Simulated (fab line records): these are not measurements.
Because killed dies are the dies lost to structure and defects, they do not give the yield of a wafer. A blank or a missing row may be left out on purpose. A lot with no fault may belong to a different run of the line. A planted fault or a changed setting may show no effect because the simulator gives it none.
Matching of chambers / flow sky130 / 4 sister chambers for SKY_CONTACT_ETCH_17 on rie-diel-04
The step etches SiO2 in C4F8/O2/Ar, stops on Si3N4, target depth 340 nm. 8 wafers are shown with their chamber, then 12 later ones without.

## EACH WAFER AND ITS CHAMBER
wafer=L087.5; chamber=3; oes-product-au (a.u.)=0.885
wafer=L089.1; chamber=3; oes-product-au (a.u.)=0.889
wafer=L089.2; chamber=0; oes-product-au (a.u.)=0.885
wafer=L089.5; chamber=2; oes-product-au (a.u.)=0.895
wafer=L089.6; chamber=1; oes-product-au (a.u.)=0.897
wafer=L091.1; chamber=1; oes-product-au (a.u.)=0.885
wafer=L091.2; chamber=0; oes-product-au (a.u.)=0.894
wafer=L091.3; chamber=2; oes-product-au (a.u.)=0.890

## WAFERS WITHOUT THEIR CHAMBER
wafer=L091.4; oes-product-au (a.u.)=0.891
wafer=L091.5; oes-product-au (a.u.)=0.891
wafer=L091.6; oes-product-au (a.u.)=0.892
wafer=L092.1; oes-product-au (a.u.)=0.892
wafer=L092.2; oes-product-au (a.u.)=0.891
wafer=L092.3; oes-product-au (a.u.)=0.883
wafer=L092.4; oes-product-au (a.u.)=0.897
wafer=L092.5; oes-product-au (a.u.)=0.885
wafer=L092.6; oes-product-au (a.u.)=0.891
wafer=L097.2; oes-product-au (a.u.)=0.893
wafer=L097.3; oes-product-au (a.u.)=0.893
wafer=L097.6; oes-product-au (a.u.)=0.888

## WHICH CHAMBER EACH ONE RAN IN
wafer=L091.4; from the rows above=can't be placed: 1 or 0 or 2 or 3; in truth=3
wafer=L091.5; from the rows above=can't be placed: 1 or 0 or 2 or 3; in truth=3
wafer=L091.6; from the rows above=can't be placed: 2 or 1 or 0 or 3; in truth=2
wafer=L092.1; from the rows above=can't be placed: 2 or 1 or 0 or 3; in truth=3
wafer=L092.2; from the rows above=can't be placed: 1 or 0 or 2 or 3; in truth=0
wafer=L092.3; from the rows above=can't be placed: 3 or 0 or 1 or 2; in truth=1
wafer=L092.4; from the rows above=can't be placed: 2 or 1 or 0 or 3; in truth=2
wafer=L092.5; from the rows above=can't be placed: 3 or 0 or 1 or 2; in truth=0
wafer=L092.6; from the rows above=can't be placed: 1 or 0 or 2 or 3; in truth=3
wafer=L097.2; from the rows above=can't be placed: 2 or 1 or 0 or 3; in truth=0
wafer=L097.3; from the rows above=can't be placed: 2 or 1 or 0 or 3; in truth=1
wafer=L097.6; from the rows above=can't be placed: 3 or 0 or 1 or 2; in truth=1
Placed correctly: 0 of 12. From these rows, 12 cannot be placed; in 12 the true chamber is one of the candidates. Placed wrongly: 0.
How it was worked out, from the rows above alone: a wafer's distance from a chamber is the root of the sum, over the readings, of the square of ((its reading less the chamber's mean) divided by the reading's scatter). If the next closest chamber is less than 2 further off than the closest, the wafer can't be placed; otherwise it belongs to the closest. A chamber's mean is the mean of its shown wafers. The scatter: take each reading less its chamber's mean, square it, sum over the shown wafers, divide by the number of wafers less the number of chambers, and take the root.
